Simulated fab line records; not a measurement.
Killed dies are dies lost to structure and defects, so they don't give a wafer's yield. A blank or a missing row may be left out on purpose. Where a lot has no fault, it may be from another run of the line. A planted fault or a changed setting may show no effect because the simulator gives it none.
The tool behind it: which one?    flow gf180mcu    Sampling: 11 lots, 33 wafers, 5 of 602 route steps

== WHAT THE GAUGES READ, wafer by wafer ==
GF_M2_CD_MEAS_14: the cd target is 280 nm.
lot   measured      on         cd_nm (nm)
L478  day 20 12:40  cd_sem-01  279.2 279.1 279.8
L480  day 21 00:47  cd_sem-01  278.5 278.6 278.9
L483  day 22 07:44  cd_sem-01  279.8 278.3 277.9
L484  day 22 22:26  cd_sem-02  281.0 279.8 279.2
L492  day 25 11:56  cd_sem-01  279.7 279.7 279.7
L493  day 25 13:58  cd_sem-02  280.8 280.4 279.5
L494  day 25 22:43  cd_sem-01  281.1 281.6 282.3
L495  day 26 03:57  cd_sem-02  279.4 277.7 279.4
L496  day 26 13:04  cd_sem-01  280.4 280.1 278.7
L498  day 27 06:20  cd_sem-01  279.3 280.0 279.5
L500  day 27 16:43  cd_sem-02  280.5 280.7 279.8

GF_V2_RS_MEAS_24: the measuring method here is four-point-probe.
lot   measured      on             V2_W_RS (ohm/sq)
L478  day 21 14:52  film_metro-02  0.330 0.330 0.326
L480  day 22 03:04  film_metro-02  0.327 0.324 0.333
L483  day 23 10:04  film_metro-04  0.329 0.334 0.331
L484  day 23 23:29  film_metro-01  0.333 0.332 0.333
L492  day 26 12:27  film_metro-04  0.280 0.280 0.281
L493  day 26 13:50  film_metro-04  0.284 0.280 0.282
L494  day 26 22:31  film_metro-04  0.329 0.333 0.334
L495  day 27 03:32  film_metro-02  0.330 0.331 0.331
L496  day 27 12:43  film_metro-04  0.329 0.329 0.336
L498  day 28 05:37  film_metro-01  0.330 0.337 0.333
L500  day 28 15:14  film_metro-04  0.332 0.339 0.330

GF_V2_THK_MEAS_25: measures by xrf.
lot   measured      on             V2_W_THK (nm)
L478  day 21 14:58  film_metro-02  371 371 375
L480  day 22 03:10  film_metro-02  373 374 368
L483  day 23 10:10  film_metro-04  366 359 363
L484  day 23 23:37  film_metro-01  365 366 366
L492  day 26 12:34  film_metro-04  433 430 427
L493  day 26 13:58  film_metro-04  425 431 425
L494  day 26 22:38  film_metro-04  363 358 359
L495  day 27 03:38  film_metro-02  370 369 370
L496  day 27 12:50  film_metro-04  363 366 357
L498  day 28 05:43  film_metro-01  373 362 369
L500  day 28 15:19  film_metro-04  363 355 366

== TOOL THAT RAN EACH LOT (tool first, then ch and the chambers of the sampled wafers, then the start) ==
lot   GF_V2_CMP_04                   GF_V2_CVD_23
L478  cmp-02 ch 0,1,2, day 20 13:49  cvd_w-02 ch 0,1, day 21 14:44
L480  cmp-01 ch 0,2,3, day 21 01:52  cvd_w-01 ch 0,1, day 22 02:56
L483  cmp-01 ch 0,1,3, day 22 08:50  cvd_w-01 ch 0,1, day 23 09:56
L484  cmp-02 ch 0,1,3, day 22 23:36  cvd_w-01 ch 0,1, day 23 23:23
L492  cmp-02 ch 0,1, day 25 13:03    cvd_w-01 ch 0,1, day 26 12:20
L493  cmp-02 ch 1,2,3, day 25 15:04  cvd_w-01 ch 0,1, day 26 13:44
L494  cmp-02 ch 0,1,2, day 25 23:52  cvd_w-02 ch 0,1, day 26 22:24
L495  cmp-02 ch 0,1,2, day 26 04:58  cvd_w-02 ch 0,1, day 27 03:25
L496  cmp-02 ch 0,2,3, day 26 14:11  cvd_w-02 ch 0,1, day 27 12:35
L498  cmp-02 ch 0,1,2, day 27 07:29  cvd_w-02 ch 0,1, day 28 05:28
L500  cmp-01 ch 1,2,3, day 27 17:54  cvd_w-02 ch 0,1, day 28 15:06
- GF_V2_CMP_04: polishes SiO2.
- GF_V2_CVD_23: deposits W, target thk 350 nm, time 104.94 s.

== AS READ BY THE TOOLS THEMSELVES (means over the sampled wafers that have a number; for cases with no such wafer, the mark the record gives instead) ==
GF_V2_CMP_04.
lot   tool    edge_zone_pressure_frac  motor_current_A (A)  time_to_endpoint_s (s)
L478  cmp-02  0.999                    11.2                 82
L480  cmp-01  1.005                    11.4                 76
L483  cmp-01  1.003                    11.3                 71
L484  cmp-02  1.000                    13.4                 86
L492  cmp-02  0.994                    13.1                 80
L493  cmp-02  1.001                    12.0                 81
L494  cmp-02  0.996                    11.5                 73
L495  cmp-02  0.996                    11.8                 70
L496  cmp-02  0.999                    12.6                 79
L498  cmp-02  1.005                    11.6                 78
L500  cmp-01  0.999                    12.8                 70

GF_V2_CVD_23.
lot   tool      heater_power_outer_w (W)  heater_power_w (W)  susceptor_temp_C (C)
L478  cvd_w-02  454                       768                 399.88
L480  cvd_w-01  475                       790                 400.15
L483  cvd_w-01  541                       874                 400.09
L484  cvd_w-01  541                       869                 399.88
L492  cvd_w-01  519                       835                 409.46
L493  cvd_w-01  507                       840                 409.28
L494  cvd_w-02  455                       756                 399.89
L495  cvd_w-02  467                       813                 400.23
L496  cvd_w-02  458                       771                 399.99
L498  cvd_w-02  453                       769                 400.26
L500  cvd_w-02  464                       770                 399.70

== THE ANSWER, worked out from the rows above alone ==
Rule: the lots themselves supply what counts as usual. Put in order of their means at a reading, lots are off if they are a third of the lots or fewer, leave a main group of 4 or more, and stand apart from it by a gap of 3 or more times the standard deviation of the main group's means; of several such gaps the widest counts. The tables above print the reading to a certain number of digits; a main group whose means all agree to those digits is not used. Also off: a lot with no number at a reading for which 4 or more lots have one. All remaining lots with rows at the step are treated as sound. The gauges are gone through in route order, then the tools' own readings, and for those a lot's mean is taken as printed above. The first step at which some lot is off is used, and at that step the reading that is off furthest; a lot without a number counts as furthest.
Off: at GF_V2_RS_MEAS_24 (V2_W_RS), L492, L493. The main group: mean 0.331 ohm/sq, standard deviation 0.0018.
A tool fits if, at a process step before that reading, it ran every lot that is off, and no sound lot after the first of them. Not tried: the gauges at GF_V2_RS_MEAS_24; whatever is off there is also off at GF_V2_CVD_23, on other tools, and gauge error can't account for it. One fits: GF_V2_CVD_23 on cvd_w-01. Its last sound lot is L484 (day 23 23:23), its first lot that is off L492 (day 26 12:20): a fault that began between those two fits.
On the lots that are off, the tool's own readings at GF_V2_CVD_23 differ by more than 5 times the standard deviation of the sound lots' means, which bears it out; susceptor_temp_C reads 409.37 C there versus 400.01 C on the sound lots.

== WHAT THE SIMULATOR HAD PUT IN ==
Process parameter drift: cvd_w-01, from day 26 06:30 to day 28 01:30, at GF_V2_CVD_23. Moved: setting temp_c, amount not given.
Lots struck among those shown: L492, L493. The rule above found the same.
